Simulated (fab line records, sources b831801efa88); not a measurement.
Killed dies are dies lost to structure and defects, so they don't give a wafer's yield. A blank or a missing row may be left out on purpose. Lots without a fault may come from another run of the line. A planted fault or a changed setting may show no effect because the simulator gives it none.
Problem report in the 8D (eight disciplines) form, filled by code | flow sky130 | the parts of the form that need people (team, actions taken, sign-off) are left out

1. THE PROBLEM
run_length_s at SKY_METAL4_ETCH_16 reads a mean of 93.9 s on 6 wafers of 2 lots; wafers without a fault read 116.6 s with a standard deviation of 0.53. That is -43 standard deviations from the usual mean.
The step: etches BARC in N2/H2, stops on SiO2, time 88.2 s, target depth 60 nm.
First seen on wafer L503.3, day 43 08:17, on rie_metal-03. The record holds 18 wafers of 6 lots with a number at this step. Rule for "out", or "out of limits": more than 4 standard deviations from the usual mean. The other wafers with a number count as sound.

2. WHAT IT IS AND WHAT IT IS NOT
question                    | is                           | is not
which readings at this step | run_length_s, oes_product_au | drypump_motor_current_A, h2_flow_sccm
which lots                  | L503, L507                   | L496, L498, L502, L514
which wafers of those lots  | all that have a number       | -
read on which tools         | rie_metal-03                 | rie_metal-04
when                        | from day 43 08:17            | up to then (6 sound wafers); but 6 sound wafers of L502, L514 came after

3. SUSPECTS, AND WHAT RULES EACH OUT
Counting: a tool at a process step up to the reading stays a suspect if it ran every lot that is out and no sound lot after the first of them.
- rie_metal-03 at SKY_METAL4_DESCUM_15 (chemistry O2, time 8 s): kept. It ran every lot that is out, first L503 (day 43 08:11), and no sound lot after that; its last sound lot up to then is L498 (day 41 22:08).
- rie_metal-03 at SKY_METAL4_ETCH_16 (etches BARC in N2/H2, stops on SiO2, time 88.2 s, target depth 60 nm): kept. It ran every lot that is out, first L503 (day 43 08:17), and no sound lot after that; its last sound lot up to then is L498 (day 41 22:10). Its own readings are out on those wafers: oes_product_au, run_length_s.
Left after counting: rie_metal-03 at SKY_METAL4_DESCUM_15, rie_metal-03 at SKY_METAL4_ETCH_16.

4. THE CAUSE (what the simulator had put in)
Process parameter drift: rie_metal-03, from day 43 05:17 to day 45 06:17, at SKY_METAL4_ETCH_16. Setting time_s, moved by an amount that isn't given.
Counting left 2 suspects, and this tool is among them.

5. THE CHAIN OF EFFECTS, in route order
Each row: a reading whose mean over the struck wafers that have a number lies more than 3 standard deviations from the usual. Only readings for which the record gives a usual standard deviation are gone through. hours: the time from each lot's start at the first step in this table that gives one to its start at this step, as a median over the lots. sigmas: the change in usual standard deviations.
hours | step               | reading        | usual      | on struck wafers | change | sigmas
0     | SKY_METAL4_ETCH_16 | oes_product_au | 0.625 a.u. | 0.790            | +0.165 | +36
0     | SKY_METAL4_ETCH_16 | run_length_s   | 116.6 s    | 93.9             | -22.7  | -43
The process steps in it:
- SKY_METAL4_ETCH_16: etches BARC in N2/H2, stops on SiO2, time 88.2 s, target depth 60 nm.

6. WHAT WOULD HAVE CAUGHT IT SOONER
In this record the first reading out of limits was taken at day 43 08:17, 3 hours after the fault began at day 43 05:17.
